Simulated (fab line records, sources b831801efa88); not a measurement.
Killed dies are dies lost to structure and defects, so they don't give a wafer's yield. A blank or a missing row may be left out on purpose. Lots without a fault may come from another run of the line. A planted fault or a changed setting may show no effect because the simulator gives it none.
Which tool did it? | flow sky130 | 14 lots, 42 wafers sampled, at 4 steps of a route of 708

WHAT THE GAUGES READ, wafer by wafer
SKY_POLY_CUT_CD_MEAS_08: target cd 270 nm. Usual: cd_nm 270.0 nm, standard deviation 1.6.
lot  | measured     | on        | cd_nm (nm)        | flag
L507 | day 24 03:08 | cd_sem-01 | 273.3 273.5 273.3 |
L508 | day 24 14:49 | cd_sem-02 | 271.0 270.6 269.3 |
L509 | day 25 03:25 | cd_sem-02 | 269.3 269.1 267.3 |
L510 | day 25 17:53 | cd_sem-01 | 271.2 271.5 272.2 |
L512 | day 26 04:22 | cd_sem-02 | 269.2 268.2 268.1 |
L513 | day 26 18:36 | cd_sem-02 | 271.8 272.0 273.0 |
L522 | day 29 17:02 | cd_sem-02 | 270.7 270.5 272.1 |
L526 | day 30 17:46 | cd_sem-02 | 268.5 269.9 270.7 |
L528 | day 31 11:48 | cd_sem-01 | 269.1 269.2 269.7 |
L529 | day 31 19:45 | cd_sem-01 | 272.0 271.5 271.1 |
L530 | day 32 18:37 | cd_sem-02 | 271.9 271.9 271.1 |

SKY_RES_XHIGH_TW_MEAS_09. Usual: RES_XHIGH_TW 1638, standard deviation 14.
lot  | measured     | on            | RES_XHIGH_TW   | flag
L507 | day 26 14:56 | film_metro-01 | 1619 1618 1618 |
L508 | day 27 02:25 | film_metro-02 | 1664 1655 1651 |
L509 | day 27 12:47 | film_metro-02 | 1640 1655 1655 |
L510 | day 28 03:11 | film_metro-02 | 1639 1654 1653 |
L512 | day 28 14:34 | film_metro-02 | 1650 1657 1648 |
L513 | day 29 04:38 | film_metro-04 | 1639 1631 1644 |
L522 | day 32 00:57 | film_metro-02 | 1637 1639 1633 |
L526 | day 33 00:52 | film_metro-01 | 1626 1630 1615 |
L528 | day 33 19:11 | film_metro-01 | 1619 1627 1626 |
L529 | day 34 02:29 | film_metro-01 | 1601 1613 1607 |
L530 | day 35 00:46 | film_metro-02 | 1641 1646 1652 |

WHICH TOOL RAN EACH LOT (tool, then ch and the chambers of the sampled wafers, then the start)
lot  | SKY_LDD_LDN_STRIP_12                 | SKY_SPACER_CVD_00
L507 | plasma_asher-03 ch 0,1, day 22 17:02 | lpcvd-02 ch 1, day 22 19:31
L508 | plasma_asher-01 ch 0,1, day 23 07:32 | lpcvd-02 ch 1, day 23 07:45
L509 | plasma_asher-02 ch 0,1, day 23 19:52 | lpcvd-02 ch 1, day 23 20:03
L510 | plasma_asher-01 ch 0,1, day 24 09:59 | lpcvd-02 ch 1, day 24 11:01
L512 | plasma_asher-01 ch 0,1, day 24 21:07 | lpcvd-02 ch 0, day 24 21:20
L513 | plasma_asher-03 ch 0,1, day 25 11:44 | lpcvd-02 ch 0, day 25 11:54
L514 | plasma_asher-01 ch 0,1, day 25 15:54 | lpcvd-02 ch 1, day 25 17:07
L515 | plasma_asher-02 ch 0,1, day 26 14:29 | lpcvd-02 ch 1, day 26 14:42
L517 | plasma_asher-01 ch 0,1, day 27 17:08 | lpcvd-02 ch 0, day 27 17:21
L522 | plasma_asher-01 ch 0,1, day 28 11:08 | lpcvd-02 ch 1, day 28 11:18
L526 | plasma_asher-02 ch 0,1, day 29 12:29 | lpcvd-02 ch 0, day 29 12:43
L528 | plasma_asher-02 ch 0,1, day 30 06:27 | lpcvd-02 ch 1, day 30 06:38
L529 | plasma_asher-02 ch 0,1, day 30 12:52 | lpcvd-02 ch 1, day 30 14:22
L530 | plasma_asher-02 ch 0,1, day 31 14:05 | lpcvd-02 ch 1, day 31 14:51
- SKY_LDD_LDN_STRIP_12: strips in O2/N2.
- SKY_SPACER_CVD_00: deposits Si3N4 from DCS/NH3, target thk 43.1 nm, time 740 s.

WHAT THE TOOLS THEMSELVES READ (means of the sampled wafers that have a number; where no wafer has one, the mark that the record gives instead)
SKY_LDD_LDN_STRIP_12. Usual: chamber_pressure_mTorr 1499.9 mTorr, standard deviation 1.3; drypump_motor_current_A 5.8 A, standard deviation 0.43; oes_product_au 0.716 a.u., standard deviation 0.0044; strip_time_to_endpoint_s 14.18 s, standard deviation 0.037.
lot  | tool            | chamber_pressure_mTorr (mTorr) | drypump_motor_current_A (A) | oes_product_au (a.u.) | strip_time_to_endpoint_s (s) | flag
L507 | plasma_asher-03 | 1500.4                         | 5.9                         | 0.716                 | 14.17                        |
L508 | plasma_asher-01 | 1499.8                         | 5.8                         | 0.718                 | 14.17                        |
L509 | plasma_asher-02 | 1499.7                         | 6.0                         | 0.713                 | 14.23                        |
L510 | plasma_asher-01 | 1498.8                         | 5.8                         | 0.711                 | 14.22                        |
L512 | plasma_asher-01 | 1500.5                         | 5.4                         | 0.718                 | 14.14                        |
L513 | plasma_asher-03 | 1499.2                         | 5.6                         | 0.717                 | 14.20                        |
L514 | plasma_asher-01 | 1500.9                         | 5.5                         | 0.713                 | 14.15                        |
L515 | plasma_asher-02 | 1499.9                         | 5.7                         | 0.721                 | 14.22                        |
L517 | plasma_asher-01 | 1499.9                         | 5.5                         | 0.717                 | 14.19                        |
L522 | plasma_asher-01 | 1499.8                         | 5.5                         | 0.714                 | 14.17                        |
L526 | plasma_asher-02 | 1499.3                         | 6.0                         | 0.714                 | 14.19                        |
L528 | plasma_asher-02 | 1499.5                         | 6.0                         | 0.715                 | 14.23                        |
L529 | plasma_asher-02 | 1499.7                         | 6.0                         | 0.718                 | 14.21                        |
L530 | plasma_asher-02 | 1499.5                         | 6.0                         | 0.715                 | 14.16                        |

SKY_SPACER_CVD_00. Usual: pressure_mtorr 250.0 mTorr, standard deviation 0.43; spike_tc_bottom_C 791.1 C, standard deviation 0.98.
lot  | tool     | pressure_mtorr (mTorr) | spike_tc_bottom_C (C) | flag
L507 | lpcvd-02 | 250.4                  | 790.3                 |
L508 | lpcvd-02 | 249.8                  | 790.5                 |
L509 | lpcvd-02 | 249.7                  | 790.5                 |
L510 | lpcvd-02 | 250.2                  | 791.0                 |
L512 | lpcvd-02 | 249.3                  | 791.5                 |
L513 | lpcvd-02 | 249.9                  | 792.3                 |
L514 | lpcvd-02 | -                      | -                     | OFF
L515 | lpcvd-02 | -                      | -                     | OFF
L517 | lpcvd-02 | -                      | -                     | OFF
L522 | lpcvd-02 | 250.2                  | 791.8                 |
L526 | lpcvd-02 | 250.1                  | 791.1                 |
L528 | lpcvd-02 | 250.4                  | 791.5                 |
L529 | lpcvd-02 | 249.9                  | 791.3                 |
L530 | lpcvd-02 | 250.4                  | 791.5                 |

THE ANSWER, worked out from the rows above alone
Rule: a lot is off if the mean of its wafers that have a number lies more than 3 standard deviations from the usual mean. A lot without any number at a reading at which 4 lots or more have one is off too. The other lots that the step has rows for count as sound. The gauges are gone through in route order, then the tools' own readings, and for those a lot's mean is taken as printed above. The first step at which some lot is off is used, and at that step the reading that is off furthest; a lot without a number counts as furthest.
Off: L514, L515, L517, at SKY_SPACER_CVD_00 (pressure_mtorr). Without a number there: L514, L515, L517.
A tool fits if, at that step or a process step before it, it ran every lot that is off, and no sound lot after the first of them. None of those tried fits.

WHAT THE SIMULATOR HAD PUT IN
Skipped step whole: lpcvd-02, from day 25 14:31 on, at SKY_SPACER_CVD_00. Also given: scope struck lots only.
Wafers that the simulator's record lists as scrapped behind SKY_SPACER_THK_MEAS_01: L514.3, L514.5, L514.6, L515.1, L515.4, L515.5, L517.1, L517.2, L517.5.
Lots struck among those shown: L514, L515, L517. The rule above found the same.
